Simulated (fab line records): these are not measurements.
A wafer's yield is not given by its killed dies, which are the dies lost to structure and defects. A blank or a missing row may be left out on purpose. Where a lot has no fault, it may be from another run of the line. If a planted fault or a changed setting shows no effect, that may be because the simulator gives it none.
Comparing a struck lot with a sound one || flow gf180mcu || 16 steps out of a route of 602
Sound: these wafers, L650.1, L650.3, L650.4. Struck: wafer L649.4 (L649.1, L649.5, from the same lot, were not struck and are left out); the cause is given at the end.
Per side, at each step with rows, come the tool, then ch with its chambers, and then its first start. Under that, the readings that differ: sound wafers || struck wafers || difference of the means || sigmas: that difference in standard deviations of wafers without a fault.
alike: words and numbers the same on both sides, and readings whose means are apart by under 2 such deviations; not compared: readings that were withheld, readings missing a value for some wafer, numbers with overlapping values and no deviation given by the record, and bounds like >300 which may hide the same value.
Wherever a step has rows on one side only, a row that says differs or no value, or a row with sigmas, the two part there. Numbers that don't overlap but have no deviation are shown without sigmas and don't part them. A reading that every wafer of one side lacks parts them only if that side has two wafers or more.

GF_STI_THK_MEAS_02:
  sound on film-metro-04, day 2 07:31; struck on film-metro-02, day 2 03:23
{"reading": "STI_OXIDATION_THK (nm)", "sound": "10.02 10.23 10.07", "struck": 9.61, "difference": -0.50, "sigmas": -3}
then, 1 step without rows for these wafers: GF_STI_CVD_03 (deposits Si3N4 from DCS/NH3, target thk 207.16 nm, time 3551 s).
GF_STI_THK_MEAS_04:
  sound on film-metro-04, day 2 09:34; struck on film-metro-02, day 2 05:26
  alike: STI_CVD_03_THK
then, 7 steps without rows for these wafers: GF_STI_DEHYDRATE_05 (time 60 s); GF_STI_HMDS_06 (prime time 60 s); GF_STI_COAT_07 (resist thk 700 nm); GF_STI_SOFTBAKE_08 (time 60 s); GF_STI_EXPOSE_09 (exposes mask COMP, target cd 220 nm); GF_STI_PEB_10 (peb time 90 s); GF_STI_DEVELOP_11 (develop time 60 s).
GF_STI_CD_MEAS_12: the cd target is 220 nm.
  sound on cd-sem-02, day 2 21:58; struck on cd-sem-01, day 2 17:17
  alike: cd-nm
GF_STI_ETCH_13: etches the open film in CHF3/O2, stops on Si, target depth 282.31 nm, time 112.9 s.
  sound on rie-diel-01 ch 0,1,3, day 2 22:05; struck on rie-diel-01 ch 3, day 2 17:25
  alike: drypump-motor-current-A, oes-product-au, run-length-s, throttle-valve-pct
  not compared: rf-hours-counter-h
GF_STI_ETCH_14: etches Si in HBr/Cl2/O2, target depth 360 nm, time 102.9 s.
  sound on rie-si-02 ch 1,2,3, day 2 22:10; struck on rie-si-01 ch 2, day 2 17:29
{"reading": "run-length-s (s)", "sound": "130.4 131.3 131.6", "struck": 87.8, "difference": -43.3, "sigmas": "-99 or more"}
{"reading": "model.etch.depth-nm (nm)", "sound": "363.1 357.1 367.2", "struck": 209.7, "difference": -152.8, "sigmas": ""}
{"reading": "model.STI.feature-depth-nm (nm)", "sound": "363.1 357.1 367.2", "struck": 209.7, "difference": -152.8, "sigmas": ""}
{"reading": "model.KrF_of_STI_COAT_07.thk-nm (nm)", "sound": "311.3 320.4 309.8", "struck": 360.6, "difference": "+46.8", "sigmas": ""}
  alike: drypump-motor-current-A, oes-product-au, throttle-valve-pct
  not compared: rf-hours-counter-h
GF_STI_STRIP_15: strips in O2/N2.
  sound on plasma-asher-04 ch 0,1, day 2 22:14; struck on plasma-asher-04 ch 1, day 2 17:34
{"reading": "oes-product-au (a.u.)", "sound": "0.378 0.390 0.380", "struck": 0.406, "difference": "+0.023", "sigmas": "+5"}
{"reading": "strip-time-to-endpoint-s (s)", "sound": "3.64 3.74 3.61", "struck": 4.15, "difference": "+0.49", "sigmas": "+10"}
  alike: drypump-motor-current-A, heater-power-w
  not compared: rf-hours-counter-h
then, 1 step without rows for these wafers: GF_STI_CLEAN_16 (cleans in dHF, time 25 s).
-- the record jumps here: 28 days lie between the struck wafers' starts before and after (it left off in module STI and takes up again in module PASSIVATION, whose first step shown is number 602 of the route) --
GF_PASSIVATION_PROBE_99:
  sound on prober-01, day 30 12:31; struck on prober-02, day 30 08:39
{"reading": "model.etest.pwell-in-dnwell.line-ohm-um", "sound": "4147 4014 4137", "struck": 2962, "difference": -1137, "sigmas": ""}
{"reading": "model.etest.ldpmos_10p0.r-on-ohm-um", "sound": "1.102e+04 1.126e+04 1.12e+04", "struck": 1.012e+04, "difference": -1.040e+03, "sigmas": ""}
{"reading": "model.etest.pwell-in-dnwell.rs-ohm-sq", "sound": "2446 2396 2486", "struck": 1788, "difference": -655, "sigmas": ""}
{"reading": "model.etest.ldnmos_10p0.r-on-ohm-um", "sound": "3748 3749 3772", "struck": 3155, "difference": -601, "sigmas": ""}
{"reading": "model.etest.p-drift.rs-ohm-sq", "sound": "2470 2406 2531", "struck": 1882, "difference": -587, "sigmas": ""}
{"reading": "model.etest.n-drift.rs-ohm-sq", "sound": "1171 1133 1189", "struck": 853.7, "difference": -310.6, "sigmas": ""}
{"reading": "model.etest.nwell.line-ohm-um", "sound": "1119 1106 1149", "struck": 910.6, "difference": -214.1, "sigmas": ""}
{"reading": "model.etest.nwell.rs-ohm-sq", "sound": "982.8 960.6 979.7", "struck": 790.2, "difference": -184.2, "sigmas": ""}

## WHERE THEY PART
Earliest at GF_STI_THK_MEAS_02; latest, in this record, at GF_STI_STRIP_15.

WHY: the cause the simulator had injected
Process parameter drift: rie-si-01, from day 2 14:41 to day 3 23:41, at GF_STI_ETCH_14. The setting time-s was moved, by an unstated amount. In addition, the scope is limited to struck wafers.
